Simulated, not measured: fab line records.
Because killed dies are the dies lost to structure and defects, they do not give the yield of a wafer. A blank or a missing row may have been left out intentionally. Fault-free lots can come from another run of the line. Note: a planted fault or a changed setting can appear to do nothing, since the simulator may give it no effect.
Struck lot and sound lot, side by side || flow sky130 || 26 out of 708 route steps
Sound: the wafers L530.1, L530.5, L530.6. Struck: wafer L540.2 (left out: L540.3, a lot-mate that was not struck); the cause follows at the end.
Order at every step that has rows: each side's tool, ch and its chambers, its first start. Under that, the readings that differ: sound wafers || struck wafers || difference of the means || sigmas: that difference in standard deviations of wafers without a fault.
alike: a reading whose means differ by less than 2 such deviations, as well as words and numbers matching on both sides. not compared: withheld readings; readings where some wafer has no value; bounds like >300 that might hide an equal value; numbers whose values overlap and for which the record gives no deviation.
A row with sigmas, a row that says differs or no value, or rows on one side alone: a step with any of these is where the two part. When numbers do not overlap yet have no deviation, they are printed without sigmas and do not part them. Lack of a reading on every wafer of one side parts them only where that side has two or more wafers.

first, 9 steps without rows for these wafers: SKY_LI_CONTACT_ETCH_14 (etches BARC in N2/H2, stops on SiO2, time 45.9 s, target depth 60 nm); SKY_LI_CONTACT_ETCH_15 (etches PSG in C4F8/O2/Ar, stops on Si, target depth 600 nm); SKY_LI_CONTACT_STRIP_16 (strips in O2/N2); SKY_LI_CONTACT_CLEAN_17 (cleans in NMP, time 600 s); SKY_LI_CONTACT_PRE_CLEAN_18 (time 5.6 s); SKY_LI_CONTACT_SPUTTER_19 (material Ti, target thk 20 nm, time 106.37 s); SKY_LI_CONTACT_SPUTTER_20 (material TiN, target thk 20 nm, time 80 s); SKY_LI_CONTACT_CVD_21 (deposits W, target thk 400 nm, time 120.56 s); SKY_LI_CONTACT_CMP_24 (polishes, stops on PSG, t overpolish 20 s, target thk 0 nm).
SKY_LOCAL_INTERCONNECT_SPUTTER_00: material TiN, target thk 100 nm, time 83.3 s.
  sound: pvd-sputter-01 at day 29 09:14; struck: pvd-sputter-01 at day 33 13:09
{"reading": "model.TiN_of_LOCAL_INTERCONNECT_SPUTTER_00.thk-nm (nm)", "sound": "100.1 99.89 100.2", "struck": 134.7, "difference": "+34.6", "sigmas": ""}
  alike: throttle-valve-pct
SKY_LOCAL_INTERCONNECT_RS_MEAS_01: a four-point-probe measurement.
  sound: film-metro-04 at day 29 09:18; struck: film-metro-02 at day 33 13:14
{"reading": "LOCAL_INTERCONNECT_TIN_RS (ohm/sq)", "sound": "14.16 14.16 14.12", "struck": 10.39, "difference": -3.76, "sigmas": -29}
SKY_LOCAL_INTERCONNECT_THK_MEAS_02: measures by xrf.
  sound: film-metro-04 at day 29 09:25; struck: film-metro-02 at day 33 13:20
{"reading": "LOCAL_INTERCONNECT_TIN_THK (nm)", "sound": "100.7 100.1 100.7", "struck": 134.1, "difference": "+33.6", "sigmas": "+37"}
then, 9 steps without rows for these wafers: SKY_LOCAL_INTERCONNECT_DEHYDRATE_03 (time 60 s); SKY_LOCAL_INTERCONNECT_HMDS_04 (prime time 60 s); SKY_LOCAL_INTERCONNECT_COAT_05 (resist thk 60 nm); SKY_LOCAL_INTERCONNECT_COAT_06 (resist thk 450 nm); SKY_LOCAL_INTERCONNECT_SOFTBAKE_07 (time 90 s); SKY_LOCAL_INTERCONNECT_EXPOSE_08 (exposes mask LI1M, target cd 170 nm); SKY_LOCAL_INTERCONNECT_PEB_09; SKY_LOCAL_INTERCONNECT_DEVELOP_10 (develop time 60 s); SKY_LOCAL_INTERCONNECT_ETCH_13 (etches BARC in N2/H2, stops on SiO2, time 45.9 s, target depth 60 nm).
SKY_LOCAL_INTERCONNECT_METAL_ETCH_14: etches TiN in Cl2/BCl3, stops on PSG, target depth 110 nm, time 31.4 s.
  sound on rie-metal-01 ch 0,1, day 30 14:11; struck on rie-metal-03 ch 1, day 34 12:41
{"reading": "oes-product-au (a.u.)", "sound": "0.936 0.948 0.944", "struck": 1.001, "difference": "+0.058", "sigmas": "+9"}
{"reading": "throttle-valve-pct (%)", "sound": "21.900 21.913 21.896", "struck": 21.844, "difference": -0.059, "sigmas": -6}
  alike: drypump-motor-current-A, mfc-cl2-sccm
  not compared: rf-hours-counter-h
then, 1 step without rows for these wafers: SKY_LOCAL_INTERCONNECT_STRIP_15 (strips in O2/N2).
SKY_LOCAL_INTERCONNECT_STRIP_16: strips in post etch residue remover, time 1200 s.
  sound on wet-bench-02 ch 2, day 30 14:20; struck on wet-bench-04 ch 3, day 34 12:50
{"reading": "model.TiN_of_LOCAL_INTERCONNECT_SPUTTER_00.thk-nm (nm)", "sound": "99.63 99.47 99.82", "struck": 134.3, "difference": "+34.7", "sigmas": ""}
then, 1 step without rows for these wafers: SKY_LOCAL_INTERCONNECT_CLEAN_17 (cleans in IPA, time 180 s).
-- record jumps: 14 days separate the struck wafers' starts on either side; left off in module LOCAL_INTERCONNECT, taken up again in module PAD_OPEN, whose first shown step is the route's number 708 --
SKY_PAD_OPEN_PROBE_99:
  record: rows for the struck wafers here (prober-02, day 48 20:51), none for the sound ones

== WHERE THEY PART ==
First at SKY_LOCAL_INTERCONNECT_RS_MEAS_01; last, within this record, at SKY_PAD_OPEN_PROBE_99.

WHY: whatever the simulator had introduced
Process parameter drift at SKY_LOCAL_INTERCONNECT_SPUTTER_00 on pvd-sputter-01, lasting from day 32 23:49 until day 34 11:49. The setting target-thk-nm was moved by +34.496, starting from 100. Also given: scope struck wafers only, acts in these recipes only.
